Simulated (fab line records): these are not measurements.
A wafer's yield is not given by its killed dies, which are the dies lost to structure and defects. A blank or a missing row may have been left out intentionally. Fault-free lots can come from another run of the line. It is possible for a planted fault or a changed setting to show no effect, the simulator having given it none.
fab line records	flow gf180mcu
record lots=5	wafers=15	lastDay=34
route steps=602 shown V5@559 TOP_METAL@567
lots with no fault: from the same line, run without faults
startH: start of the lot's first displayed wafer, in hours after the record's first day	waitH: hours elapsed since this lot's preceding step	" as in the row above	L1.1+2: a row that stands for several wafers	- no value, or no start given	* or withheld: withheld	< > ~ a bound
route shown NAME@n: NAME is a module with steps in the file, n the number in the route of the first one	usual: mean/standard deviation of fault-free wafers	same: alike in all rows	chamber/n: place in a boat	sites: each site's reading	_std_site: standard deviation across them	_edge_site: outer sites' mean less inner sites'	radiusMm: for every site, how far away it sits from the centre of the wafer	mask NAME#n: copy n	behind: tool/chamber where the wafer was last shaped	hold: the reason the lot was held/the length of the hold in hours/how it ended	device: whichever transistor did not switch (one of n, p or np)	end of line: at the end of the route, the tests of the same wafers	a step given without rows: its recipe and nothing more	killed: not the wafer's yield, but the dies lost to structure and defects at the first sort	map: dies across one wafer; x = killed, . = not, _ = none there
set.NAME: the run value of the setting; set.NAME@STEP: its run value at that earlier step	model.NAME: the simulator's own value behind a step, which no gauge read
certain route steps with their lots: each step a table, each wafer a row
services: a tool's chamber out of use, with start hour (startH, from the record's first day; less than 0 if before it), hours out, and reason
## steps
# step GF_V5_STRIP_19
# recipe chemistry=postEtchResidueRemover	timeS=1200	tempC=72.5
# usual tempC=72.54/0.13
lot.wafer	tool	chamber	startH	waitH	tempC
L076.1	wetBench-03	1	636.35	0.1	72.57
L076.4	"	1	"	"	72.43
L076.5	"	1	"	"	72.48
L087.2	wetBench-01	3	726.97	0.1	72.69
L087.4	"	3	"	"	72.76
L087.5	"	3	"	"	72.54
L090.3	wetBench-02	1	753.34	0.0	72.52
L090.4	"	1	"	"	72.68
L090.5	"	1	"	"	72.59
L092.2	wetBench-01	2	754.57	0.1	72.49
L092.4	"	2	"	"	72.62
L092.5	"	2	"	"	72.56
L097.1	wetBench-01	1	781.83	0.1	72.37
L097.2	"	1	"	"	72.27
L097.4	"	1	"	"	72.36
# step GF_V5_CLEAN_20
# recipe chemistry=DIW	dry=n2Spin
lot.wafer	tool	chamber	startH	waitH
L076.1+4+5	wetBench-02	2	636.69	0.0
L087.2+4+5	wetBench-03	2	727.34	0.0
L090.3+4+5	wetBench-03	3	753.68	0.0
L092.2+4+5	wetBench-02	3	754.91	0.0
L097.1+2+4	wetBench-02	3	782.17	0.0
# step GF_V5_SPUTTER_21
# recipe material=Ti	targetThkNm=15	chamberPressurePa=5	powerW=2500	substrateTempC=200	timeS=80.02
# usual throttleValvePct=29.7/0.85
lot.wafer	tool	chamber	startH	waitH	throttleValvePct
L076.1	pvdSputter-04	-	636.79	0.0	29.3
L076.4	"	-	"	"	29.8
L076.5	"	-	"	"	31.0
L087.2	pvdSputter-02	-	727.44	0.0	30.9
L087.4	"	-	"	"	29.9
L087.5	"	-	"	"	30.0
L090.3	pvdSputter-03	-	753.77	0.0	30.7
L090.4	"	-	"	"	28.6
L090.5	"	-	"	"	30.6
L092.2	pvdSputter-04	-	755.00	0.0	29.5
L092.4	"	-	"	"	29.6
L092.5	"	-	"	"	29.1
L097.1	pvdSputter-02	-	782.26	0.0	28.5
L097.2	"	-	"	"	31.1
L097.4	"	-	"	"	30.1
# step GF_V5_SPUTTER_22
# recipe material=TiN	targetThkNm=10	chamberPressurePa=5	powerW=4000	timeS=40
# usual throttleValvePct=29.7/0.85
lot.wafer	tool	chamber	startH	waitH	throttleValvePct
L076.1	pvdSputter-04	-	636.85	0.0	29.2
L076.4	"	-	"	"	29.9
L076.5	"	-	"	"	30.5
L087.2	pvdSputter-02	-	727.50	0.0	31.3
L087.4	"	-	"	"	30.2
L087.5	"	-	"	"	30.1
L090.3	pvdSputter-03	-	753.83	0.0	30.9
L090.4	"	-	"	"	28.9
L090.5	"	-	"	"	30.8
L092.2	pvdSputter-04	-	755.07	0.0	29.7
L092.4	"	-	"	"	29.1
L092.5	"	-	"	"	29.3
L097.1	pvdSputter-02	-	782.32	0.0	28.7
L097.2	"	-	"	"	31.2
L097.4	"	-	"	"	30.1
# step GF_V5_CVD_23
# recipe material=W	targetThkNm=350	timeS=104.9	tempC=400	pressureTorr=40
# usual heaterPowerW=914/82
lot.wafer	tool	chamber	startH	waitH	heaterPowerW
L076.1	cvdW-02	1	636.89	0.0	813
L076.4	"	1	"	"	814
L076.5	"	1	"	"	823
L087.2	cvdW-02	0	727.54	0.0	866
L087.4	"	1	"	"	833
L087.5	"	1	"	"	833
L090.3	cvdW-01	1	753.91	0.1	894
L090.4	"	0	"	"	1024
L090.5	"	1	"	"	863
L092.2	cvdW-01	0	755.10	0.0	1020
L092.4	"	0	"	"	1087
L092.5	"	1	"	"	902
L097.1	cvdW-01	0	782.36	0.0	1048
L097.2	"	1	"	"	865
L097.4	"	0	"	"	1042
# step GF_V5_RS_MEAS_24
# recipe thkMeasGauge=four-point-probe	reads=W_of_V5_CVD_23+TiN_of_V5_SPUTTER_22+Ti_of_V5_SPUTTER_21
# usual V5_W_RS=0.327/0.0036
lot.wafer	tool	chamber	startH	waitH	V5_W_RS[ohm/sq]
L076.1	filmMetro-03	-	637.00	0.1	0.326
L076.4	"	-	"	"	0.330
L076.5	"	-	"	"	0.329
L087.2	filmMetro-01	-	727.67	0.1	0.330
L087.4	"	-	"	"	0.327
L087.5	"	-	"	"	0.327
L090.3	filmMetro-02	-	754.02	0.1	0.330
L090.4	"	-	"	"	0.322
L090.5	"	-	"	"	0.324
L092.2	filmMetro-01	-	755.24	0.1	0.326
L092.4	"	-	"	"	0.328
L092.5	"	-	"	"	0.328
L097.1	filmMetro-03	-	782.47	0.1	0.322
L097.2	"	-	"	"	0.323
L097.4	"	-	"	"	0.321
# step GF_V5_THK_MEAS_25
# recipe thkMeasGauge=xrf	reads=W_of_V5_CVD_23
# usual V5_W_THK=365/5.4
lot.wafer	tool	chamber	startH	waitH	V5_W_THK[nm]
L076.1	filmMetro-03	-	637.12	0.1	364
L076.4	"	-	"	"	363
L076.5	"	-	"	"	362
L087.2	filmMetro-01	-	727.78	0.1	360
L087.4	"	-	"	"	363
L087.5	"	-	"	"	363
L090.3	filmMetro-02	-	754.12	0.1	359
L090.4	"	-	"	"	368
L090.5	"	-	"	"	366
L092.2	filmMetro-01	-	755.35	0.1	362
L092.4	"	-	"	"	361
L092.5	"	-	"	"	361
L097.1	filmMetro-03	-	782.59	0.1	370
L097.2	"	-	"	"	368
L097.4	"	-	"	"	372
# step GF_V5_CMP_26
# recipe stopOn=SiO2	downForcePsi=3.5	platenRpm=60	tOverpolishS=15	targetThkNm=0	padVelocityMS=0.94248
# usual motorCurrentA=10.4/1.1	overpolishRunS=15.000/0.0094	timeToEndpointS=83/3.4
lot.wafer	tool	chamber	startH	waitH	motorCurrentA	overpolishRunS	timeToEndpointS
L076.1	cmp-01	2	637.18	0.1	9.9	15.005	87
L076.4	"	1	"	"	12.4	14.994	83
L076.5	"	2	"	"	9.7	14.997	88
L087.4	cmp-02	3	727.83	0.0	11.0	14.997	82
L087.2	"	1	"	"	12.4	15.006	80
L087.5	"	0	"	"	10.1	15.014	79
L090.3	cmp-02	1	754.16	0.0	11.6	15.003	80
L090.4	"	2	"	"	8.6	14.998	85
L090.5	"	2	"	"	8.9	15.008	85
L092.4	cmp-02	2	755.45	0.1	9.0	14.990	80
L092.2	"	3	"	"	10.8	15.011	83
L092.5	"	2	"	"	8.9	15.000	80
L097.1	cmp-02	1	782.65	0.1	11.6	15.003	79
L097.4	"	2	"	"	8.8	14.990	82
L097.2	"	0	"	"	9.7	15.004	79
# step GF_TOP_METAL_SPUTTER_00
# recipe material=Ti	targetThkNm=37.5	arrivingIonEnergyEv=80	substrateTempC=200	chamberPressurePa=2	powerW=4000	timeS=150
# usual throttleValvePct=29.6/0.94
lot.wafer	tool	chamber	startH	waitH	throttleValvePct
L076.1	pvdSputter-03	-	637.48	0.2	28.6
L076.4	"	-	"	"	30.7
L076.5	"	-	"	"	29.4
L087.2	pvdSputter-02	-	728.13	0.1	30.3
L087.4	"	-	"	"	31.1
L087.5	"	-	"	"	29.6
L090.3	pvdSputter-03	-	754.46	0.2	30.7
L090.4	"	-	"	"	29.7
L090.5	"	-	"	"	29.0
L092.2	pvdSputter-01	-	755.70	0.1	30.2
L092.4	"	-	"	"	28.8
L092.5	"	-	"	"	30.9
L097.1	pvdSputter-02	-	782.95	0.2	28.6
L097.2	"	-	"	"	28.5
L097.4	"	-	"	"	30.1
# step GF_TOP_METAL_SPUTTER_01
# recipe material=TiN	targetThkNm=30	powerW=6500	timeS=25	chamberPressurePa=0.4
# usual throttleValvePct=29.6/0.94
lot.wafer	tool	chamber	startH	waitH	throttleValvePct
L076.1	pvdSputter-03	-	637.58	0.1	29.1
L076.4	"	-	"	"	30.9
L076.5	"	-	"	"	29.2
L087.2	pvdSputter-02	-	728.23	0.1	30.2
L087.4	"	-	"	"	31.0
L087.5	"	-	"	"	30.2
L090.3	pvdSputter-03	-	754.56	0.1	30.6
L090.4	"	-	"	"	29.4
L090.5	"	-	"	"	28.8
L092.2	pvdSputter-01	-	755.80	0.1	29.9
L092.4	"	-	"	"	28.6
L092.5	"	-	"	"	30.7
L097.1	pvdSputter-02	-	783.05	0.1	28.7
L097.2	"	-	"	"	28.8
L097.4	"	-	"	"	30.0
# step GF_TOP_METAL_SPUTTER_02
# recipe material=AlCu	targetThkNm=900	powerW=10600	chamberPressurePa=0.3	substrateTempC=250	gas=Ar	timeS=46.82
# usual throttleValvePct=29.6/0.94
lot.wafer	tool	chamber	startH	waitH	throttleValvePct
L076.1	pvdSputter-03	-	637.61	0.0	28.9
L076.4	"	-	"	"	30.7
L076.5	"	-	"	"	29.6
L087.2	pvdSputter-02	-	728.26	0.0	30.0
L087.4	"	-	"	"	31.1
L087.5	"	-	"	"	30.0
L090.3	pvdSputter-03	-	754.59	0.0	30.9
L090.4	"	-	"	"	29.4
L090.5	"	-	"	"	28.9
L092.2	pvdSputter-01	-	755.83	0.0	30.3
L092.4	"	-	"	"	28.9
L092.5	"	-	"	"	30.6
L097.1	pvdSputter-02	-	783.08	0.0	28.7
L097.2	"	-	"	"	28.6
L097.4	"	-	"	"	30.1
# step GF_TOP_METAL_SPUTTER_03
# recipe material=Ti	targetThkNm=5	substrateTempC=300	chamberPressurePa=0.3	powerW=3000	timeS=3.3
# usual throttleValvePct=29.6/0.94
lot.wafer	tool	chamber	startH	waitH	throttleValvePct
L076.1	pvdSputter-03	-	637.66	0.0	29.2
L076.4	"	-	"	"	30.7
L076.5	"	-	"	"	29.4
L087.2	pvdSputter-02	-	728.30	0.0	30.2
L087.4	"	-	"	"	31.1
L087.5	"	-	"	"	30.2
L090.3	pvdSputter-03	-	754.64	0.0	30.9
L090.4	"	-	"	"	29.4
L090.5	"	-	"	"	28.9
L092.2	pvdSputter-01	-	755.87	0.0	30.0
L092.4	"	-	"	"	28.8
L092.5	"	-	"	"	30.9
L097.1	pvdSputter-02	-	783.13	0.0	28.4
L097.2	"	-	"	"	28.8
L097.4	"	-	"	"	29.8
# step GF_TOP_METAL_SPUTTER_04
# recipe material=TiN	targetThkNm=25	powerW=6500	timeS=20.8	chamberPressurePa=0.4
# usual throttleValvePct=29.6/0.96
lot.wafer	tool	chamber	startH	waitH	throttleValvePct
L076.1	pvdSputter-03	-	637.68	0.0	28.7
L076.4	"	-	"	"	30.9
L076.5	"	-	"	"	29.9
L087.2	pvdSputter-02	-	728.32	0.0	30.0
L087.4	"	-	"	"	31.5
L087.5	"	-	"	"	29.7
L090.3	pvdSputter-03	-	754.66	0.0	30.5
L090.4	"	-	"	"	29.3
L090.5	"	-	"	"	29.0
L092.2	pvdSputter-01	-	755.89	0.0	30.0
L092.4	"	-	"	"	28.7
L092.5	"	-	"	"	30.8
L097.1	pvdSputter-02	-	783.15	0.0	28.6
L097.2	"	-	"	"	28.5
L097.4	"	-	"	"	30.0
# step GF_TOP_METAL_RS_MEAS_05
# recipe thkMeasGauge=four-point-probe	reads=TiN_of_TOP_METAL_SPUTTER_04+Ti_of_TOP_METAL_SPUTTER_03+AlCu_of_TOP_METAL_SPUTTER_02+TiN_of_TOP_METAL_SPUTTER_01+Ti_of_TOP_METAL_SPUTTER_00
# usual TOP_METAL_ALCU_RS=0.0334/0.00032
lot.wafer	tool	chamber	startH	waitH	TOP_METAL_ALCU_RS[ohm/sq]
L076.1	filmMetro-02	-	637.70	0.0	0.0334
L076.4	"	-	"	"	0.0332
L076.5	"	-	"	"	0.0332
L087.2	filmMetro-02	-	728.37	0.0	0.0330
L087.4	"	-	"	"	0.0329
L087.5	"	-	"	"	0.0333
L090.3	filmMetro-04	-	754.72	0.1	0.0341
L090.4	"	-	"	"	0.0340
L090.5	"	-	"	"	0.0339
L092.2	filmMetro-04	-	755.94	0.0	0.0334
L092.4	"	-	"	"	0.0331
L092.5	"	-	"	"	0.0336
L097.1	filmMetro-01	-	783.17	0.0	0.0337
L097.2	"	-	"	"	0.0335
L097.4	"	-	"	"	0.0336
# step GF_TOP_METAL_THK_MEAS_06
# recipe thkMeasGauge=xrf	reads=AlCu_of_TOP_METAL_SPUTTER_02
# usual TOP_METAL_ALCU_THK=873/13
lot.wafer	tool	chamber	startH	waitH	TOP_METAL_ALCU_THK[nm]
L076.1	filmMetro-02	-	637.82	0.1	864
L076.4	"	-	"	"	874
L076.5	"	-	"	"	875
L087.2	filmMetro-02	-	728.48	0.1	886
L087.4	"	-	"	"	890
L087.5	"	-	"	"	879
L090.3	filmMetro-04	-	754.82	0.1	865
L090.4	"	-	"	"	863
L090.5	"	-	"	"	865
L092.2	filmMetro-04	-	756.05	0.1	881
L092.4	"	-	"	"	890
L092.5	"	-	"	"	875
L097.1	filmMetro-01	-	783.29	0.1	856
L097.2	"	-	"	"	858
L097.4	"	-	"	"	860
# step GF_TOP_METAL_DEHYDRATE_07
# recipe tempC=200	timeS=60
# usual heaterPowerTotalW=160.38/0.13	resistLineTempC=23.00/0.1
lot.wafer	tool	chamber	startH	waitH	heaterPowerTotalW	resistLineTempC
L076.1	lithoTrack-02	0	647.48	9.6	160.33	22.87
L076.4	"	0	"	"	160.38	23.07
L076.5	"	0	"	"	160.30	22.88
L087.2	lithoTrack-01	0	736.49	8.0	160.35	22.84
L087.4	"	0	"	"	160.26	22.95
L087.5	"	0	"	"	160.37	23.04
L090.3	lithoTrack-04	0	763.06	8.2	160.53	23.09
L090.4	"	0	"	"	160.27	23.03
L090.5	"	0	"	"	160.60	23.00
L092.2	lithoTrack-01	0	764.14	8.1	160.32	23.13
L092.4	"	0	"	"	160.28	23.05
L092.5	"	0	"	"	160.21	23.02
L097.1	lithoTrack-04	0	790.50	7.2	160.57	22.92
L097.2	"	0	"	"	160.37	23.08
L097.4	"	0	"	"	160.29	22.94
# step GF_TOP_METAL_HMDS_08
# recipe primeTimeS=60	primeTempC=120
# usual resistLineTempC=23.00/0.094
lot.wafer	tool	chamber	startH	waitH	resistLineTempC
L076.1	lithoTrack-02	0	647.63	0.1	23.21
L076.4	"	0	"	"	23.13
L076.5	"	0	"	"	23.13
L087.2	lithoTrack-01	0	736.64	0.1	23.00
L087.4	"	0	"	"	22.95
L087.5	"	0	"	"	23.22
L090.3	lithoTrack-04	0	763.21	0.1	23.05
L090.4	"	0	"	"	22.90
L090.5	"	0	"	"	22.85
L092.2	lithoTrack-01	0	764.29	0.1	23.05
L092.4	"	0	"	"	22.97
L092.5	"	0	"	"	23.04
L097.1	lithoTrack-04	0	790.65	0.1	22.96
L097.2	"	0	"	"	23.17
L097.4	"	0	"	"	23.03
# step GF_TOP_METAL_COAT_09
# recipe resist=NOVOLAK	spinRpm=3000	resistThkNm=1500
# usual resistLineTempC=23.00/0.097
lot.wafer	tool	chamber	startH	waitH	resistLineTempC
L076.1	lithoTrack-02	0	647.78	0.1	22.84
L076.4	"	0	"	"	22.87
L076.5	"	0	"	"	23.08
L087.2	lithoTrack-01	0	736.79	0.1	22.96
L087.4	"	0	"	"	22.89
L087.5	"	0	"	"	22.98
L090.3	lithoTrack-04	0	763.36	0.1	22.95
L090.4	"	0	"	"	23.02
L090.5	"	0	"	"	23.03
L092.2	lithoTrack-01	0	764.44	0.1	22.97
L092.4	"	0	"	"	23.02
L092.5	"	0	"	"	22.94
L097.1	lithoTrack-04	0	790.80	0.1	22.95
L097.2	"	0	"	"	23.04
L097.4	"	0	"	"	23.10
# step GF_TOP_METAL_SOFTBAKE_10
# recipe tempC=90	timeS=60	resist=NOVOLAK
# usual heaterPowerTotalW=56.60/0.043	resistLineTempC=22.98/0.11
lot.wafer	tool	chamber	startH	waitH	heaterPowerTotalW	resistLineTempC
L076.1	lithoTrack-02	0	647.93	0.1	56.68	22.98
L076.4	"	0	"	"	56.65	23.13
L076.5	"	0	"	"	56.70	23.08
L087.2	lithoTrack-01	0	736.94	0.1	56.66	22.97
L087.4	"	0	"	"	56.61	22.93
L087.5	"	0	"	"	56.63	22.88
L090.3	lithoTrack-04	0	763.51	0.1	56.57	22.92
L090.4	"	0	"	"	56.57	22.76
L090.5	"	0	"	"	56.65	22.94
L092.2	lithoTrack-01	0	764.59	0.1	56.69	23.05
L092.4	"	0	"	"	56.56	22.90
L092.5	"	0	"	"	56.58	23.07
L097.1	lithoTrack-04	0	790.95	0.1	56.54	22.84
L097.2	"	0	"	"	56.65	23.19
L097.4	"	0	"	"	56.67	23.02
# step GF_TOP_METAL_EXPOSE_11
# recipe maskId=MetalTop	targetCdNm=440	na=0.6	sourceShape=conventional	sigmaOuter=0.6	doseMj=170
# usual reticleTempC=23.01/0.11	stageVelMmS=499.96/0.25
lot.wafer	tool	chamber	startH	waitH	mask	reticleTempC	stageVelMmS
L076.1	ilineStepper-02	0	-	-	MetalTop#0	22.94	499.84
L076.4	"	0	"	"	MetalTop#0	22.87	500.00
L076.5	"	0	"	"	MetalTop#0	23.08	499.94
L087.2	ilineStepper-02	0	-	-	MetalTop#0	23.13	500.29
L087.4	"	0	"	"	MetalTop#0	22.97	500.15
L087.5	"	0	"	"	MetalTop#0	22.95	500.26
L090.3	ilineStepper-02	0	-	-	MetalTop#0	22.95	500.01
L090.4	"	0	"	"	MetalTop#0	22.94	500.31
L090.5	"	0	"	"	MetalTop#0	22.89	500.01
L092.2	ilineStepper-01	0	-	-	MetalTop#0	23.00	499.88
L092.4	"	0	"	"	MetalTop#0	23.04	499.68
L092.5	"	0	"	"	MetalTop#0	23.04	499.47
L097.1	ilineStepper-01	0	-	-	MetalTop#0	23.10	499.69
L097.2	"	0	"	"	MetalTop#0	23.01	499.92
L097.4	"	0	"	"	MetalTop#0	23.07	499.62
# step GF_TOP_METAL_PEB_12
# recipe tempC=withheld	timeS=*	resist=NOVOLAK
# usual resistLineTempC=*
lot.wafer	tool	chamber	startH	waitH	resistLineTempC
L076.1	lithoTrack-04	0	-	-	*
L076.4	"	0	"	"	*
L076.5	"	0	"	"	*
L087.2	lithoTrack-02	0	-	-	*
L087.4	"	0	"	"	*
L087.5	"	0	"	"	*
L090.3	lithoTrack-01	0	-	-	*
L090.4	"	0	"	"	*
L090.5	"	0	"	"	*
L092.2	lithoTrack-02	0	-	-	*
L092.4	"	0	"	"	*
L092.5	"	0	"	"	*
L097.1	lithoTrack-02	0	-	-	*
L097.2	"	0	"	"	*
L097.4	"	0	"	"	*
# step GF_TOP_METAL_DEVELOP_13
# recipe developTimeS=60	devTempC=23
# usual resistLineTempC=22.99/0.1
lot.wafer	tool	chamber	startH	waitH	resistLineTempC
L076.1	lithoTrack-04	0	657.36	0.1	23.13
L076.4	"	0	"	"	22.95
L076.5	"	0	"	"	23.12
L087.2	lithoTrack-02	0	745.15	0.1	23.02
L087.4	"	0	"	"	22.87
L087.5	"	0	"	"	23.00
L090.3	lithoTrack-01	0	771.41	0.1	23.03
L090.4	"	0	"	"	23.08
L090.5	"	0	"	"	23.08
L092.2	lithoTrack-02	0	772.40	0.1	22.96
L092.4	"	0	"	"	22.89
L092.5	"	0	"	"	22.89
L097.1	lithoTrack-02	0	798.33	0.1	23.05
L097.2	"	0	"	"	22.91
L097.4	"	0	"	"	22.97
# step GF_TOP_METAL_CD_MEAS_14
# recipe targetCdNm=440
# usual cdNm=440.1/2.5
lot.wafer	tool	chamber	startH	waitH	cdNm
L076.1	cdSem-02	-	657.51	0.1	442.5
L076.4	"	-	"	"	442.1
L076.5	"	-	"	"	442.3
L087.2	cdSem-01	-	745.30	0.1	439.6
L087.4	"	-	"	"	441.6
L087.5	"	-	"	"	443.3
L090.3	cdSem-01	-	771.55	0.1	439.2
L090.4	"	-	"	"	437.9
L090.5	"	-	"	"	439.1
L092.2	cdSem-01	-	772.55	0.1	441.0
L092.4	"	-	"	"	440.1
L092.5	"	-	"	"	439.0
L097.1	cdSem-02	-	798.48	0.1	443.6
L097.2	"	-	"	"	444.8
L097.4	"	-	"	"	444.3
# step GF_TOP_METAL_OVL_MEAS_15
# usual TOP_METAL_OVL=-1.0/1.4
lot.wafer	tool	chamber	startH	waitH	TOP_METAL_OVL[nm]
L076.1	overlay-02	-	657.63	0.1	-1.9
L076.4	"	-	"	"	-2.9
L076.5	"	-	"	"	-2.6
L087.2	overlay-02	-	745.42	0.1	-3.3
L087.4	"	-	"	"	-2.6
L087.5	"	-	"	"	-1.7
L090.3	overlay-01	-	771.64	0.1	-0.8
L090.4	"	-	"	"	-1.2
L090.5	"	-	"	"	-2.1
L092.2	overlay-01	-	772.65	0.1	1.1
L092.4	"	-	"	"	0.1
L092.5	"	-	"	"	2.3
L097.1	overlay-02	-	798.60	0.1	0.1
L097.2	"	-	"	"	0.1
L097.4	"	-	"	"	-1.2
## services
tool	chamber	startH	hours	kind
wetBench-02	-	622.31	2.4	repair
cmp-02	-	622.98	0.8	repair
cvdW-01	0	631.25	12.5	repair
pvdSputter-01	-	648.02	6.2	repair
cmp-02	-	651.59	0.6	repair
wetBench-01	-	655.84	1.9	pm
pvdSputter-03	3	660.61	-	consumableReplace:kit
ilineStepper-02	-	667.07	1.7	pm
pvdSputter-02	1	667.50	-	consumableReplace:kit
pvdSputter-02	1	667.50	18.0	scheduledDown
pvdSputter-02	1	667.50	18.0	ventCycle
ilineStepper-01	-	677.41	12.7	repair
cmp-01	-	687.69	1.5	repair
ilineStepper-01	-	690.14	1.7	pm
pvdSputter-03	-	719.13	13.7	repair
cmp-02	-	720.34	4.6	repair
cmp-01	-	744.00	4.0	pm
pvdSputter-02	-	745.29	5.4	repair
pvdSputter-02	0	751.94	-	consumableReplace:kit
pvdSputter-02	0	751.94	18.0	scheduledDown
pvdSputter-02	0	751.94	18.0	ventCycle
cvdW-02	-	766.92	14.6	pm
cmp-02	-	783.62	5.4	pm
pvdSputter-02	-	793.78	6.4	repair
## key
fault none
